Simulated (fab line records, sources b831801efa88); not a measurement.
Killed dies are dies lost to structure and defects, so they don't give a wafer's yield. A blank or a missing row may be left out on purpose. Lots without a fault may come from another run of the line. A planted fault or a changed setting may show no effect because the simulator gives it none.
Tool commonality check | flow gf180mcu | 13 lots, 39 wafers sampled

WHY IT WAS OPENED
At GF_HV_LDD_TW_MEAS_50 the reading HV_LDD_4_TW is flagged on 3 of 13 lots. Wafers without a fault read 566, standard deviation 4.4.
Rule: a lot is flagged when every wafer of it that has a number lies more than 4 standard deviations from that mean, or none has a number. The other lots count as sound.

lot  | measured     | on            | HV_LDD_4_TW, wafer by wafer | flag
L909 | day 12 14:35 | film_metro-03 | 565 568 568                 |
L911 | day 13 14:25 | film_metro-01 | 567 570 566                 |
L912 | day 13 21:49 | film_metro-04 | 563 559 562                 |
L913 | day 14 06:05 | film_metro-01 | 565 567 568                 |
L916 | day 15 03:55 | film_metro-04 | 562 559 559                 |
L917 | day 15 12:17 | film_metro-01 | 569 570 569                 |
L918 | day 15 21:15 | film_metro-01 | 512 510 514                 | FLAGGED
L919 | day 16 09:01 | film_metro-01 | 509 511 508                 | FLAGGED
L921 | day 16 22:08 | film_metro-04 | 499 502 499                 | FLAGGED
L925 | day 18 01:19 | film_metro-04 | 566 564 562                 |
L928 | day 19 07:35 | film_metro-04 | 561 561 563                 |
L929 | day 19 16:56 | film_metro-01 | 568 570 569                 |
L930 | day 19 22:07 | film_metro-01 | 572 573 569                 |
The numbers of the flagged lots are 507 on average: -59 against the usual, or -13 standard deviations.

WHICH TOOL RAN EACH LOT
The record holds 1 process step before the reading, out of a route of 602 steps. In each cell: the tool, then ch and the chambers that the sampled wafers went through, then the start.
lot  | flag    | GF_HV_LDD_IMPLANT_48
L909 |         | implanter-04 ch 0, day 12 14:22
L911 |         | implanter-04 ch 0, day 13 14:10
L912 |         | implanter-04 ch 0, day 13 21:34
L913 |         | implanter-01 ch 0, day 14 05:50
L916 |         | implanter-04 ch 0, day 15 03:41
L917 |         | implanter-03 ch 0, day 15 12:02
L918 | FLAGGED | implanter-03 ch 0, day 15 21:02
L919 | FLAGGED | implanter-03 ch 0, day 16 08:46
L921 | FLAGGED | implanter-03 ch 0, day 16 21:53
L925 |         | implanter-01 ch 0, day 18 01:05
L928 |         | implanter-01 ch 0, day 19 07:22
L929 |         | implanter-03 ch 0, day 19 16:43
L930 |         | implanter-01 ch 0, day 19 21:55
What these steps do:
- GF_HV_LDD_IMPLANT_48
- GF_HV_LDD_TW_MEAS_50

FLAGGED OVER TOTAL, TOOL BY TOOL (the gauges that took the reading come last)
step                 | tool          | lots run | flagged | share of the flagged lots | sound lots run after its first flagged lot
GF_HV_LDD_IMPLANT_48 | implanter-01  | 4        | 0       | none                      | -
GF_HV_LDD_IMPLANT_48 | implanter-03  | 5        | 3       | all                       | 1 (L929)
GF_HV_LDD_IMPLANT_48 | implanter-04  | 4        | 0       | none                      | -
GF_HV_LDD_TW_MEAS_50 | film_metro-01 | 7        | 2       | some                      | 2 (L929,L930)
GF_HV_LDD_TW_MEAS_50 | film_metro-03 | 1        | 0       | none                      | -
GF_HV_LDD_TW_MEAS_50 | film_metro-04 | 5        | 1       | some                      | 2 (L925,L928)

WHAT THE TABLE ALLOWS
1 row of the table ran every flagged lot: implanter-03 at GF_HV_LDD_IMPLANT_48.
- implanter-03 at GF_HV_LDD_IMPLANT_48: 3 of its 5 lots flagged. Sound lots ran on it after the first flagged one (L929), which a lasting fault on the whole tool wouldn't allow. Its own readings lie more than 4 standard deviations out on every wafer of the flagged lots: tilt_deg.
No row of the table ran every flagged lot and no sound lot after the first.

WHAT THE SIMULATOR HAD PUT IN
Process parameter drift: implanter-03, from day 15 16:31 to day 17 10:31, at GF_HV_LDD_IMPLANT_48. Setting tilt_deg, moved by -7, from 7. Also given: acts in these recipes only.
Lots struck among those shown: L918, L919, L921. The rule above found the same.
